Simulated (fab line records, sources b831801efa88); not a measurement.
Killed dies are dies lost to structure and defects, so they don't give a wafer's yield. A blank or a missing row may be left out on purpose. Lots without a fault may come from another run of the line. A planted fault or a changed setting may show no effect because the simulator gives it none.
Chamber matching | flow sky130 | SKY_METAL3_ETCH_17 on rie_diel-04: 4 sister chambers
The step etches SiO2 in C4F8/O2/Ar, stops on TiN, time 3.9 s, target depth 15 nm. 8 wafers are shown with their chamber, then 11 later ones without.

WAFERS WITH THEIR CHAMBER
wafer  | chamber | oes_product_au (a.u.) | chamber_pressure_mTorr (mTorr)
L080.5 | 2       | 0.749                 | 40.00
L084.6 | 3       | 0.753                 | 40.01
L085.1 | 1       | 0.756                 | 40.10
L085.4 | 1       | 0.751                 | 39.97
L085.5 | 3       | 0.765                 | 39.96
L088.4 | 0       | 0.754                 | 40.05
L088.6 | 2       | 0.759                 | 39.96
L091.1 | 0       | 0.748                 | 39.97

WAFERS WITHOUT THEIR CHAMBER
wafer  | oes_product_au (a.u.) | chamber_pressure_mTorr (mTorr)
L091.2 | 0.745                 | 39.97
L091.3 | 0.750                 | 40.01
L092.2 | 0.756                 | 39.97
L092.3 | 0.746                 | 39.97
L092.5 | 0.759                 | 40.01
L093.1 | 0.752                 | 39.99
L093.2 | 0.743                 | 39.94
L093.3 | 0.755                 | 39.99
L094.2 | 0.751                 | 40.05
L094.3 | 0.755                 | 39.93
L094.4 | 0.761                 | 40.03

WHICH CHAMBER EACH WENT THROUGH
wafer  | from the rows above               | in truth
L091.2 | can't be placed: 0 or 2 or 1 or 3 | 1
L091.3 | can't be placed: 0 or 1 or 2 or 3 | 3
L092.2 | can't be placed: 2 or 3 or 0 or 1 | 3
L092.3 | can't be placed: 0 or 2 or 1 or 3 | 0
L092.5 | can't be placed: 3 or 2 or 1 or 0 | 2
L093.1 | can't be placed: 2 or 0 or 1 or 3 | 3
L093.2 | can't be placed: 0 or 2 or 1 or 3 | 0
L093.3 | can't be placed: 2 or 3 or 0 or 1 | 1
L094.2 | can't be placed: 1 or 0 or 2 or 3 | 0
L094.3 | can't be placed: 2 or 3 or 0 or 1 | 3
L094.4 | can't be placed: 3 or 1 or 2 or 0 | 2
Placed correctly: 0 of 11. Can't be placed from these rows: 11 (the true chamber is among the candidates in 11). Placed wrongly: 0.
How it was worked out, from the rows above alone: a wafer's distance from a chamber is the root of the sum, over the readings, of the square of ((its reading less the chamber's mean) divided by the reading's scatter). The wafer belongs to the nearest chamber; if the next one is less than 2 further off, it can't be placed. A chamber's mean is the mean of its shown wafers. The scatter: the root of (the sum of the squares of (reading less its chamber's mean) over the shown wafers, divided by (wafers less chambers)).
